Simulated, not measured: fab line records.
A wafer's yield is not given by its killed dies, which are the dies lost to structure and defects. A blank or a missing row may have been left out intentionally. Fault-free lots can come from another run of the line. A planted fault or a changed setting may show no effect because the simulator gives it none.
Matching of chambers || flow sky130 || SKY_CAP2M_CVD_00 on pecvd-01 has 3 sister chambers
The step deposits SiO2, target thk 15.5 nm. 3 wafers are shown with their chamber, then 12 later ones without.

== WAFERS, EACH WITH ITS CHAMBER ==
{"wafer": "L080.2", "chamber": 1, "heater_power_w (W)": 906}
{"wafer": "L090.5", "chamber": 2, "heater_power_w (W)": 645}
{"wafer": "L090.6", "chamber": 0, "heater_power_w (W)": 862}

== WAFERS WHOSE CHAMBER IS MISSING ==
{"wafer": "L091.2", "heater_power_w (W)": 711}
{"wafer": "L091.3", "heater_power_w (W)": 926}
{"wafer": "L091.5", "heater_power_w (W)": 714}
{"wafer": "L095.1", "heater_power_w (W)": 816}
{"wafer": "L095.2", "heater_power_w (W)": 901}
{"wafer": "L095.3", "heater_power_w (W)": 608}
{"wafer": "L095.4", "heater_power_w (W)": 889}
{"wafer": "L095.5", "heater_power_w (W)": 817}
{"wafer": "L095.6", "heater_power_w (W)": 616}
{"wafer": "L097.1", "heater_power_w (W)": 845}
{"wafer": "L097.2", "heater_power_w (W)": 602}
{"wafer": "L097.3", "heater_power_w (W)": 825}

== WHICH CHAMBER EACH ONE RAN IN ==
{"wafer": "L091.2", "from the rows above": 2, "in truth": 2}
{"wafer": "L091.3", "from the rows above": "can't be placed: 1 or 0", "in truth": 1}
{"wafer": "L091.5", "from the rows above": "can't be placed: 2 or 0", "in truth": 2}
{"wafer": "L095.1", "from the rows above": "can't be placed: 0 or 1", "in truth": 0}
{"wafer": "L095.2", "from the rows above": "can't be placed: 1 or 0", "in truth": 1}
{"wafer": "L095.3", "from the rows above": 2, "in truth": 2}
{"wafer": "L095.4", "from the rows above": "can't be placed: 1 or 0", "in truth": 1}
{"wafer": "L095.5", "from the rows above": "can't be placed: 0 or 1", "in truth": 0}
{"wafer": "L095.6", "from the rows above": 2, "in truth": 2}
{"wafer": "L097.1", "from the rows above": "can't be placed: 0 or 1", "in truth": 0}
{"wafer": "L097.2", "from the rows above": 2, "in truth": 2}
{"wafer": "L097.3", "from the rows above": "can't be placed: 0 or 1", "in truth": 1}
4 of 12 placed correctly. Can't be placed from these rows: 8 (the true chamber is among the candidates in 8). 0 placed wrongly.
How it was worked out, from the rows above alone: a wafer's distance from a chamber is the root of the sum, over the readings, of the square of ((its reading less the chamber's mean) divided by the reading's scatter). If the next closest chamber is less than 2 further off than the closest, the wafer can't be placed; otherwise it belongs to the closest. For every chamber, the mean is computed from those of its wafers that are shown. The scatter: with one shown wafer a chamber, the root of the mean of the squares of how far each hidden wafer lies from its nearest shown one.
